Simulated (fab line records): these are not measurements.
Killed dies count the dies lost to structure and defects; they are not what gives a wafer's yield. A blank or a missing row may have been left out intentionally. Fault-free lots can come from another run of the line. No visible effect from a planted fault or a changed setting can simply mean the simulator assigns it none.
Struck lot and sound lot, side by side | flow gf180mcu | 19 steps out of a route of 602
Sound: wafers L414.1, L414.2, L414.3. Struck: wafer L421.2. (L421.1, L421.3 of the same lot were not struck and are left out.) The cause comes at the end.
For every step that has rows: the tool of each side, followed by ch and its chambers, followed by its first start. Under that, the readings that differ: sound wafers | struck wafers | difference of the means | sigmas: that difference in standard deviations of wafers without a fault.
alike: readings with means less than 2 such deviations apart, plus words and numbers identical on both sides. not compared: withheld readings, readings lacking a value on some wafer, bounds such as >300 that could conceal the same value, and numbers that have no deviation in the record and whose values overlap.
The two part at a step that has a row with sigmas, a row that says differs or no value, or rows on one side only. Non-overlapping numbers with no deviation appear without sigmas and do not part them. A reading missing from all wafers of one side parts the sides only when that side holds two or more wafers.

GF_V5_CMP_26: polishes, stops on SiO2, t overpolish 15 s, target thk 0 nm.
  sound on cmp-02 ch 0,2,3, day 29 01:17; struck on cmp-01 ch 3, day 31 01:22
  alike: motor-current-A, overpolish-run-s, time-to-endpoint-s
GF_TOP_METAL_SPUTTER_00: material Ti, target thk 37.5 nm, time 150 s.
  sound on pvd-sputter-01 at day 29 01:35; struck on pvd-sputter-01 at day 31 01:40
  alike: throttle-valve-pct
then, 1 step without rows for these wafers: GF_TOP_METAL_SPUTTER_01 (material TiN, target thk 30 nm, time 25 s).
GF_TOP_METAL_SPUTTER_02: material AlCu, target thk 900 nm, time 47.82 s.
  sound on pvd-sputter-01 at day 29 01:44; struck on pvd-sputter-01 at day 31 01:48
  alike: throttle-valve-pct
GF_TOP_METAL_SPUTTER_03: material Ti, target thk 5 nm, time 3.3 s.
  sound on pvd-sputter-01 at day 29 01:47; struck on pvd-sputter-01 at day 31 01:50
  alike: throttle-valve-pct
GF_TOP_METAL_SPUTTER_04: material TiN, target thk 25 nm, time 20.8 s.
  sound on pvd-sputter-01 at day 29 01:48; struck on pvd-sputter-01 at day 31 01:52
  alike: throttle-valve-pct
GF_TOP_METAL_RS_MEAS_05: measures by four-point-probe.
  sound on film-metro-01 at day 29 01:50; struck on film-metro-02 at day 31 01:53
  alike: TOP_METAL_ALCU_RS
GF_TOP_METAL_THK_MEAS_06: measures by xrf.
  sound on film-metro-01 at day 29 01:57; struck on film-metro-02 at day 31 02:01
  alike: TOP_METAL_ALCU_THK
then, 4 steps without rows for these wafers: GF_TOP_METAL_DEHYDRATE_07 (time 60 s); GF_TOP_METAL_HMDS_08 (prime time 60 s); GF_TOP_METAL_COAT_09 (resist thk 1500 nm); GF_TOP_METAL_SOFTBAKE_10 (time 60 s).
GF_TOP_METAL_EXPOSE_11: exposes mask MetalTop, target cd 440 nm.
  sound on iline-stepper-02 ch 0, day 29 11:31; struck on iline-stepper-02 ch 0, day 31 10:49
  alike: mask
then, 1 step without rows for these wafers: GF_TOP_METAL_PEB_12.
GF_TOP_METAL_DEVELOP_13: develop time 58.26 s.
  sound on litho-track-02 ch 0, day 29 20:23; struck on litho-track-04 ch 0, day 31 17:50
  reading                    | sound             | struck | difference | sigmas
  model.TOP_METAL.cd-nm (nm) | 438.8 440.6 439.6 | 358.1  | -81.6      |
  alike: exhaust-pa
GF_TOP_METAL_CD_MEAS_14 targets a cd of 440 nm.
  sound on cd-sem-01 at day 29 20:34; struck on cd-sem-02 at day 31 17:59
  reading    | sound             | struck | difference | sigmas
  cd-nm (nm) | 438.6 440.3 439.5 | 357.9  | -81.6      | -33
GF_TOP_METAL_OVL_MEAS_15:
  sound on overlay-02 at day 29 20:41; struck on overlay-02 at day 31 18:07
  alike: TOP_METAL_OVL
GF_TOP_METAL_METAL_ETCH_16: etches the open film in Cl2/BCl3, stops on SiO2, target depth 1077.5 nm, time 179.6 s.
  sound on rie-metal-04 ch 0,1, day 29 20:43; struck on rie-metal-02 ch 1, day 31 18:09
  reading                    | sound             | struck | difference | sigmas
  model.TOP_METAL.cd-nm (nm) | 454.6 438.1 451.2 | 353.1  | -94.9      |
  alike: drypump-motor-current-A, oes-product-au, throttle-valve-pct
  not compared: rf-hours-counter-h
then, 1 step without rows for these wafers: GF_TOP_METAL_STRIP_17 (strips in O2/N2).

WHERE THEY PART
Only at GF_TOP_METAL_CD_MEAS_14, as far as this record shows. Later steps at which nothing parts them and some readings are alike: GF_TOP_METAL_OVL_MEAS_15, GF_TOP_METAL_METAL_ETCH_16.

WHY: whatever the simulator had introduced
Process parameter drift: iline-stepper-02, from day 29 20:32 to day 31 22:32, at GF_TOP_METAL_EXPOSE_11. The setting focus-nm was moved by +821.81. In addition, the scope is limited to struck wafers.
